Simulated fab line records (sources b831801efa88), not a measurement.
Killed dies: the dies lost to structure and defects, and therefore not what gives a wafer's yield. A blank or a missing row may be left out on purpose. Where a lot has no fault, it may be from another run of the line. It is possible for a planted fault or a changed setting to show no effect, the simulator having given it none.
A struck lot beside a sound one / flow sky130 / 17 steps out of a route of 708
Sound: the wafers L214.3, L214.4, L214.5. Struck: wafer L225.3 (left out: L225.4, L225.6 of the same lot, which were not struck); the cause appears at the end.
Order at every step that has rows: each side's tool, ch and its chambers, its first start. Under that, the readings that differ: sound wafers / struck wafers / difference of the means / sigmas: that difference in standard deviations of wafers without a fault.
alike: same words and numbers on both sides, and readings whose means sit less than 2 such deviations apart. not compared: any withheld reading, any reading some wafer has no value for, any bound like >300 that may hide the same value, and any number with overlapping values for which the record gives no deviation.
A row with sigmas, a row that says differs or no value, or rows on one side alone: a step with any of these is where the two part. When numbers do not overlap yet have no deviation, they are printed without sigmas and do not part them. A reading missing from all wafers of one side parts the sides only when that side holds two or more wafers.

SKY_LOCAL_INTERCONNECT_RS_MEAS_01: uses a four-point probe to measure.
  sound: film_metro-04 at day 31 14:53; struck: film_metro-04 at day 34 12:34
  alike: LOCAL_INTERCONNECT_TIN_RS
SKY_LOCAL_INTERCONNECT_THK_MEAS_02: measures by xrf.
  sound: film_metro-04 at day 31 14:59; struck: film_metro-04 at day 34 12:40
  alike: LOCAL_INTERCONNECT_TIN_THK
then, 8 steps without rows for these wafers: SKY_LOCAL_INTERCONNECT_DEHYDRATE_03 (time 60 s); SKY_LOCAL_INTERCONNECT_HMDS_04 (prime time 60 s); SKY_LOCAL_INTERCONNECT_COAT_05 (resist thk 60 nm); SKY_LOCAL_INTERCONNECT_COAT_06 (resist thk 450 nm); SKY_LOCAL_INTERCONNECT_SOFTBAKE_07 (time 90 s); SKY_LOCAL_INTERCONNECT_EXPOSE_08 (exposes mask LI1M, target cd 170 nm); SKY_LOCAL_INTERCONNECT_PEB_09; SKY_LOCAL_INTERCONNECT_DEVELOP_10 (develop time 60 s).
SKY_LOCAL_INTERCONNECT_CD_MEAS_11: target cd 170 nm.
  sound: cd_sem-01 at day 32 18:02; struck: cd_sem-01 at day 35 14:37
  alike: cd_nm
SKY_LOCAL_INTERCONNECT_OVL_MEAS_12:
  sound: overlay-01 at day 32 18:07; struck: overlay-02 at day 35 14:43
  alike: LOCAL_INTERCONNECT_OVL
SKY_LOCAL_INTERCONNECT_ETCH_13: etches BARC in N2/H2, stops on SiO2, time 45.9 s, target depth 60 nm.
  sound on rie_metal-04 ch 0,1, day 32 18:10; struck on rie_metal-03 ch 1, day 35 14:46
reading=model.KrF-thick_of_LOCAL_INTERCONNECT_COAT_06.thk_nm (nm); sound=393.7 393.4 391.4; struck=398.1; difference=+5.3; sigmas=
  alike: drypump_motor_current_A, oes_product_au, throttle_valve_pct
  not compared: rf_hours_counter_h
SKY_LOCAL_INTERCONNECT_METAL_ETCH_14: etches TiN in Cl2/BCl3, stops on PSG, target depth 110 nm, time 31.4 s.
  sound on rie_metal-04 ch 0,1, day 32 18:14; struck on rie_metal-03 ch 1, day 35 14:49
reading=model.KrF-thick_of_LOCAL_INTERCONNECT_COAT_06.thk_nm (nm); sound=349.5 349.3 347.2; struck=353.1; difference=+4.4; sigmas=
  alike: drypump_motor_current_A, oes_product_au, throttle_valve_pct
  not compared: rf_hours_counter_h
SKY_LOCAL_INTERCONNECT_STRIP_15: strips in O2/N2.
  sound on plasma_asher-02 ch 0,1, day 32 18:17; struck on plasma_asher-02 ch 1, day 35 14:53
reading=strip_time_to_endpoint_s (s); sound=4.733 4.725 4.715; struck=4.782; difference=+0.058; sigmas=+3
  alike: drypump_motor_current_A, oes_product_au
  not compared: rf_hours_counter_h
then, 1 step without rows for these wafers: SKY_LOCAL_INTERCONNECT_STRIP_16 (strips in post etch residue remover, time 1200 s).
-- a jump in the record: the struck wafers' starts before and after are 14 days apart (it breaks off in module LOCAL_INTERCONNECT and resumes in module PAD_OPEN, where the first step shown is number 708 of the route) --
SKY_PAD_OPEN_PROBE_99:
  sound: prober-02 at day 47 10:02; struck: prober-01 at day 49 15:16
  alike: killed_at_M0_to_M3, killed_at_M4_up, killed_at_contacts, killed_at_front_end, killed_at_other, killed_dies, killed_open, killed_short

WHERE THEY PART
Within this record, at SKY_LOCAL_INTERCONNECT_STRIP_15 only. Later steps at which nothing parts them and some readings are alike: SKY_PAD_OPEN_PROBE_99.

WHY: the cause the simulator had injected
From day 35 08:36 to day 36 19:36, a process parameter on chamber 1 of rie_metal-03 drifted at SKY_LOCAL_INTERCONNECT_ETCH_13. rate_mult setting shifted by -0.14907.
